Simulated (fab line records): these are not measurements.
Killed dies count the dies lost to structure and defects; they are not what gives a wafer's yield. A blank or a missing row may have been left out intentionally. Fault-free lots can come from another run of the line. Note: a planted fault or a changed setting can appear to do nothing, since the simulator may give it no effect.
Matching of chambers / flow sky130 / hdpcvd-02 running SKY_LI_CONTACT_HDPCVD_00: 3 sister chambers
The step deposits PSG, target thk 930 nm, time 155 s. 14 wafers are shown with their chamber, then 7 later ones without.

== WAFERS PAIRED WITH THEIR CHAMBERS ==
wafer=L720.1; chamber=0; run_length_s (s)=183.2; pressure_mtorr (mTorr)=6.003
wafer=L720.2; chamber=2; run_length_s (s)=181.9; pressure_mtorr (mTorr)=6.010
wafer=L720.5; chamber=2; run_length_s (s)=182.1; pressure_mtorr (mTorr)=5.988
wafer=L732.1; chamber=0; run_length_s (s)=182.7; pressure_mtorr (mTorr)=5.993
wafer=L732.3; chamber=2; run_length_s (s)=182.4; pressure_mtorr (mTorr)=5.999
wafer=L732.4; chamber=1; run_length_s (s)=181.8; pressure_mtorr (mTorr)=5.993
wafer=L734.4; chamber=0; run_length_s (s)=183.7; pressure_mtorr (mTorr)=5.985
wafer=L734.5; chamber=2; run_length_s (s)=182.2; pressure_mtorr (mTorr)=6.004
wafer=L734.6; chamber=1; run_length_s (s)=182.4; pressure_mtorr (mTorr)=6.003
wafer=L736.1; chamber=2; run_length_s (s)=182.2; pressure_mtorr (mTorr)=5.989
wafer=L736.5; chamber=1; run_length_s (s)=182.1; pressure_mtorr (mTorr)=6.004
wafer=L736.6; chamber=2; run_length_s (s)=181.9; pressure_mtorr (mTorr)=6.005
wafer=L739.2; chamber=1; run_length_s (s)=181.9; pressure_mtorr (mTorr)=6.009
wafer=L739.4; chamber=0; run_length_s (s)=183.5; pressure_mtorr (mTorr)=5.993

SIGNATURES (averages over the wafers above)
reading=run_length_s; chamber 0=183.275; chamber 1=182.050; chamber 2=182.117; scatter within a chamber=0.296
reading=pressure_mtorr; chamber 0=5.99350; chamber 1=6.00225; chamber 2=5.99917; scatter within a chamber=0.00798
Rule: distance of a wafer from a chamber = root of the sum over the readings of ((wafer's reading minus chamber's mean) / reading's scatter) squared. If the next closest chamber is less than 2 further off than the closest, the wafer can't be placed; otherwise it belongs to the closest. The scatter is the square root of a quotient: the sum, over the shown wafers, of each reading's squared deviation from its chamber's mean, divided by wafers minus chambers.

== WAFERS WHOSE CHAMBER IS MISSING ==
wafer=L739.6; run_length_s (s)=182.1; pressure_mtorr (mTorr)=6.003
wafer=L740.3; run_length_s (s)=182.8; pressure_mtorr (mTorr)=5.999
wafer=L740.4; run_length_s (s)=182.0; pressure_mtorr (mTorr)=5.970
wafer=L740.5; run_length_s (s)=182.3; pressure_mtorr (mTorr)=5.986
wafer=L741.2; run_length_s (s)=182.7; pressure_mtorr (mTorr)=5.989
wafer=L741.4; run_length_s (s)=182.0; pressure_mtorr (mTorr)=5.991
wafer=L741.5; run_length_s (s)=181.9; pressure_mtorr (mTorr)=6.019

== CHAMBER TAKEN BY EACH ==
wafer=L739.6; from the rows above=can't be placed: 1 or 2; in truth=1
wafer=L740.3; from the rows above=can't be placed: 0 or 2 or 1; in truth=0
wafer=L740.4; from the rows above=can't be placed: 2 or 1 or 0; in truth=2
wafer=L740.5; from the rows above=can't be placed: 2 or 1 or 0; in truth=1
wafer=L741.2; from the rows above=can't be placed: 0 or 2 or 1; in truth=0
wafer=L741.4; from the rows above=can't be placed: 2 or 1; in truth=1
wafer=L741.5; from the rows above=can't be placed: 1 or 2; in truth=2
Correct placement for 0 of the 7. Unplaceable from these rows: 7, with the true chamber sitting among the candidates in 7. Number placed wrongly: 0.
